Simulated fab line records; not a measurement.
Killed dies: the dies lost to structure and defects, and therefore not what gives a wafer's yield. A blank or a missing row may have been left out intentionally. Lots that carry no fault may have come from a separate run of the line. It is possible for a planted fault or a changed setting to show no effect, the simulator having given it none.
Which of the tools did it?    flow sky130    36 wafers from 12 lots sampled at 2 of the route's 708 steps

WHAT EACH GAUGE READ, for each wafer
SKY_VIA4_THK_MEAS_01.
lot   measured      on             VIA4_HDPCVD_THK (nm)
L964  day 41 13:51  film metro-01  1726 1751 1768
L965  day 42 15:11  film metro-02  1741 1739 1732
L966  day 42 18:22  film metro-02  1738 1748 1749
L970  day 43 10:16  film metro-01  1732 1760 1758
L973  day 44 04:35  film metro-03  1749 1759 1735
L974  day 44 17:50  film metro-01  1772 1755 1769
L975  day 45 02:14  film metro-03  1736 1749 1726
L978  day 46 16:35  film metro-02  1732 1754 1756
L980  day 46 20:19  film metro-03  1753 1759 1783
L986  day 48 02:10  film metro-03  1739 1743 1754
L985  day 48 05:11  film metro-03  1699 1739 1723
L987  day 48 06:20  film metro-02  1748 1752 1758

WHAT TOOL EACH LOT RAN ON (gives the tool, then ch and the chambers of the sampled wafers, and finally the start)
lot   SKY_CAP2M_STRIP_14
L964  plasma asher-01 ch 0,1, day 40 11:59
L965  plasma asher-03 ch 0,1, day 41 14:43
L966  plasma asher-01 ch 0,1, day 41 17:55
L970  plasma asher-03 ch 1, day 42 09:31
L973  plasma asher-03 ch 0,1, day 43 04:30
L974  plasma asher-01 ch 0,1, day 43 18:01
L975  plasma asher-01 ch 1, day 44 02:32
L978  plasma asher-03 ch 0,1, day 45 17:28
L980  plasma asher-01 ch 0,1, day 45 20:36
L986  plasma asher-02 ch 1, day 47 05:22
L985  plasma asher-03 ch 0,1, day 47 08:25
L987  plasma asher-02 ch 0,1, day 47 08:35
- SKY_CAP2M_STRIP_14: strips in O2/N2.

WHAT THE TOOLS THEMSELVES READ (means of the sampled wafers that have a number; where no wafer has one, the mark that the record gives instead)
SKY_CAP2M_STRIP_14.
lot   tool             drypump motor current A (A)  oes product au (a.u.)  strip time to endpoint s (s)
L964  plasma asher-01  5.7                          0.716                  12.69
L965  plasma asher-03  6.3                          0.714                  12.69
L966  plasma asher-01  5.6                          0.707                  12.67
L970  plasma asher-03  5.9                          0.711                  12.68
L973  plasma asher-03  6.3                          0.710                  12.62
L974  plasma asher-01  5.6                          0.713                  12.75
L975  plasma asher-01  5.9                          0.702                  12.66
L978  plasma asher-03  6.3                          0.713                  12.68
L980  plasma asher-01  5.7                          0.712                  12.67
L986  plasma asher-02  6.2                          0.712                  12.63
L985  plasma asher-03  6.1                          0.713                  12.62
L987  plasma asher-02  5.4                          0.705                  12.61

THE ANSWER, worked out from the rows above alone
Rule: usual is defined by the lots themselves. Put in order of their means at a reading, lots are off if they are a third of the lots or fewer, leave a main group of 4 or more, and stand apart from it by a gap of 3 or more times the standard deviation of the main group's means; of several such gaps the widest counts. A main group is skipped when, at the precision printed for the reading in the tables above, its means are all equal. Also off: a lot with no number at a reading for which 4 or more lots have one. All remaining lots with rows at the step are treated as sound. After the gauges, taken in route order, come the tools' own readings; for these a lot's mean is taken, as printed above. At the first step where some lot is off, the reading lying furthest off is the one used; lots without a number count as furthest.
No lot is off at any reading shown: from this, nothing can be told.

WHAT HAD BEEN PUT IN BY THE SIMULATOR
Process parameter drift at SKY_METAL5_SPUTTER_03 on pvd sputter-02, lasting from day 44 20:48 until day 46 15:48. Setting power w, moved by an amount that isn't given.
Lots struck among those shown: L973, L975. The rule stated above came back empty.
